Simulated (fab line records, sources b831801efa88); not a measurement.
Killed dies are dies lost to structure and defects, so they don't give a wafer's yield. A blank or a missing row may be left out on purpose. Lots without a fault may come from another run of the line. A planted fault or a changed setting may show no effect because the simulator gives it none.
Which tool did it? | flow sky130 | 12 lots, 36 wafers sampled, at 5 steps of a route of 708

WHAT THE GAUGES READ, wafer by wafer
SKY_FIELD_ISO_THK_MEAS_04.
lot  | measured    | on            | FIELD_ISO_CVD_03_THK (nm)
L332 | day 2 00:46 | film_metro-02 | 166.5 165.1 165.6
L333 | day 2 05:14 | film_metro-03 | 165.0 164.7 166.0
L335 | day 2 15:25 | film_metro-04 | 166.4 166.7 167.6
L336 | day 2 22:00 | film_metro-04 | 165.9 165.5 166.1
L338 | day 3 08:19 | film_metro-04 | 165.7 165.9 165.9
L341 | day 3 23:18 | film_metro-02 | 162.6 163.7 162.7
L342 | day 4 05:16 | film_metro-02 | 162.8 163.5 163.2
L344 | day 4 16:28 | film_metro-03 | 165.4 165.4 165.6
L345 | day 4 18:16 | film_metro-03 | 164.9 164.2 165.3
L346 | day 4 22:31 | film_metro-03 | 164.1 163.0 162.2
L347 | day 5 02:35 | film_metro-03 | 164.1 165.1 163.9
L348 | day 5 07:34 | film_metro-03 | 165.0 163.4 165.3

SKY_VT_ADJUST_LVTN_TW_MEAS_10.
lot  | measured     | on            | VT_ADJUST_LVTN_TW
L332 | day 7 08:49  | film_metro-01 | 239.9 239.7 238.7
L333 | day 7 11:18  | film_metro-01 | 239.1 240.1 239.9
L335 | day 9 02:01  | film_metro-01 | 237.6 237.7 236.7
L336 | day 9 07:59  | film_metro-04 | 245.3 243.7 244.7
L338 | day 9 11:30  | film_metro-03 | 240.7 241.2 240.4
L341 | day 10 00:37 | film_metro-01 | 237.5 236.4 236.1
L342 | day 10 06:43 | film_metro-01 | 236.2 237.9 236.2
L344 | day 11 00:05 | film_metro-03 | 239.2 240.5 239.2
L345 | day 11 00:16 | film_metro-03 | 239.7 241.0 239.3
L346 | day 11 06:14 | film_metro-01 | 232.4 233.1 231.3
L347 | day 11 10:07 | film_metro-01 | 231.6 231.7 232.5
L348 | day 11 16:22 | film_metro-03 | 234.0 232.8 233.1

WHICH TOOL RAN EACH LOT (tool, then ch and the chambers of the sampled wafers, then the start)
lot  | SKY_FIELD_ISO_STRIP_16              | SKY_FIELD_ISO_ETCH_17           | SKY_VT_ADJUST_LVTN_IMPLANT_08
L332 | plasma_asher-03 ch 0,1, day 2 16:13 | rie_si-01 ch 0,1,3, day 2 16:17 | implanter-03 ch 0, day 7 08:36
L333 | plasma_asher-04 ch 0,1, day 2 20:20 | rie_si-01 ch 1,3, day 2 20:26   | implanter-03 ch 0, day 7 11:03
L335 | plasma_asher-01 ch 0,1, day 3 06:47 | rie_si-01 ch 0,1,2, day 3 06:52 | implanter-01 ch 0, day 9 01:47
L336 | plasma_asher-01 ch 0,1, day 3 13:50 | rie_si-01 ch 1,2, day 3 13:56   | implanter-01 ch 0, day 9 07:44
L338 | plasma_asher-03 ch 0,1, day 3 23:59 | rie_si-02 ch 1,2, day 4 00:05   | implanter-02 ch 0, day 9 11:15
L341 | plasma_asher-04 ch 0, day 4 15:47   | rie_si-01 ch 0,2, day 4 15:53   | implanter-03 ch 0, day 10 00:23
L342 | plasma_asher-04 ch 0,1, day 4 21:16 | rie_si-01 ch 0,1,3, day 4 21:20 | implanter-03 ch 0, day 10 06:30
L344 | plasma_asher-04 ch 0,1, day 5 08:53 | rie_si-02 ch 0,3, day 5 08:59   | implanter-02 ch 0, day 10 23:50
L345 | plasma_asher-03 ch 0,1, day 5 11:43 | rie_si-01 ch 0,1,3, day 5 11:47 | implanter-03 ch 0, day 11 00:03
L346 | plasma_asher-03 ch 0,1, day 5 16:38 | rie_si-02 ch 0,1,2, day 5 16:44 | implanter-03 ch 0, day 11 05:59
L347 | plasma_asher-01 ch 0,1, day 5 20:19 | rie_si-01 ch 2,3, day 5 20:23   | implanter-03 ch 0, day 11 09:54
L348 | plasma_asher-03 ch 0,1, day 6 02:38 | rie_si-02 ch 0,2, day 6 02:44   | implanter-03 ch 0, day 11 16:07
- SKY_FIELD_ISO_STRIP_16: strips in O2/N2.
- SKY_FIELD_ISO_ETCH_17: etches Si in HBr/Cl2/O2, target depth 342 nm, time 97.7 s.
- SKY_VT_ADJUST_LVTN_IMPLANT_08

WHAT THE TOOLS THEMSELVES READ (means of the sampled wafers that have a number; where no wafer has one, the mark that the record gives instead)
SKY_FIELD_ISO_STRIP_16.
lot  | tool            | drypump_motor_current_A (A) | oes_product_au (a.u.) | strip_time_to_endpoint_s (s)
L332 | plasma_asher-03 | 5.7                         | 0.378                 | 3.53
L333 | plasma_asher-04 | 5.7                         | 0.378                 | 3.56
L335 | plasma_asher-01 | 5.8                         | 0.375                 | 3.55
L336 | plasma_asher-01 | 5.8                         | 0.376                 | 3.56
L338 | plasma_asher-03 | 5.8                         | 0.380                 | 3.57
L341 | plasma_asher-04 | 5.9                         | 0.380                 | 3.53
L342 | plasma_asher-04 | 5.7                         | 0.380                 | 3.54
L344 | plasma_asher-04 | 5.7                         | 0.378                 | 3.52
L345 | plasma_asher-03 | 5.7                         | 0.376                 | 3.52
L346 | plasma_asher-03 | 5.8                         | 0.379                 | 3.52
L347 | plasma_asher-01 | 5.6                         | 0.381                 | 3.56
L348 | plasma_asher-03 | 5.8                         | 0.377                 | 3.54

SKY_FIELD_ISO_ETCH_17.
lot  | tool      | drypump_motor_current_A (A) | oes_product_au (a.u.) | throttle_valve_pct (%)
L332 | rie_si-01 | 5.7                         | 0.996                 | 25.661
L333 | rie_si-01 | 5.7                         | 0.993                 | 25.663
L335 | rie_si-01 | 5.9                         | 1.000                 | 25.649
L336 | rie_si-01 | 6.0                         | 1.008                 | 25.650
L338 | rie_si-02 | 5.3                         | 0.994                 | 25.649
L341 | rie_si-01 | 6.2                         | 1.006                 | 25.656
L342 | rie_si-01 | 5.7                         | 0.995                 | 25.654
L344 | rie_si-02 | 6.0                         | 0.995                 | 25.653
L345 | rie_si-01 | 5.7                         | 1.005                 | 25.647
L346 | rie_si-02 | 5.3                         | 0.989                 | 25.671
L347 | rie_si-01 | 6.3                         | 0.997                 | 25.659
L348 | rie_si-02 | 5.1                         | 0.987                 | 25.673

SKY_VT_ADJUST_LVTN_IMPLANT_08.
lot  | tool         | dose_ions_cm2 | faraday_current_uA
L332 | implanter-03 | 1.57e+12      | 8.76
L333 | implanter-03 | 1.57e+12      | 8.83
L335 | implanter-01 | 1.57e+12      | 8.80
L336 | implanter-01 | 1.57e+12      | 8.77
L338 | implanter-02 | 1.57e+12      | 8.87
L341 | implanter-03 | 1.57e+12      | 8.72
L342 | implanter-03 | 1.57e+12      | 8.92
L344 | implanter-02 | 1.57e+12      | 8.88
L345 | implanter-03 | 1.57e+12      | 8.92
L346 | implanter-03 | 1.44e+12      | 8.02
L347 | implanter-03 | 1.44e+12      | 8.26
L348 | implanter-03 | 1.44e+12      | 8.13

THE ANSWER, worked out from the rows above alone
Rule: what is usual is taken from the lots themselves. Put in order of their means at a reading, lots are off if they are a third of the lots or fewer, leave a main group of 4 or more, and stand apart from it by a gap of 3 or more times the standard deviation of the main group's means; of several such gaps the widest counts. A main group whose means are all the same, to the digits that the tables above print for the reading, isn't used. A lot without any number at a reading at which 4 lots or more have one is off too. The other lots that the step has rows for count as sound. The gauges are gone through in route order, then the tools' own readings, and for those a lot's mean is taken as printed above. The first step at which some lot is off is used, and at that step the reading that is off furthest; a lot without a number counts as furthest.
Off: L346, L347, L348, at SKY_VT_ADJUST_LVTN_IMPLANT_08 (faraday_current_uA). The main group: mean 8.83, standard deviation 0.068.
A tool fits if, at that step or a process step before it, it ran every lot that is off, and no sound lot after the first of them. One fits: implanter-03 at SKY_VT_ADJUST_LVTN_IMPLANT_08. Its last sound lot is L345 (day 11 00:03), its first lot that is off L346 (day 11 05:59): a fault that began between those two fits.
The tool's own readings at SKY_VT_ADJUST_LVTN_IMPLANT_08 bear it out: on the lots that are off they differ by more than 5 times the standard deviation of the sound lots' means. dose_ions_cm2 reads 1.44e+12 there against 1.57e+12 on the sound lots; faraday_current_uA reads 8.14 there against 8.83 on the sound lots.

WHAT THE SIMULATOR HAD PUT IN
Process parameter drift: implanter-03, from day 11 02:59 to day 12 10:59, at SKY_VT_ADJUST_LVTN_IMPLANT_08. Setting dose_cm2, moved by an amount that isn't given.
Lots struck among those shown: L346, L347, L348. The rule above found the same.
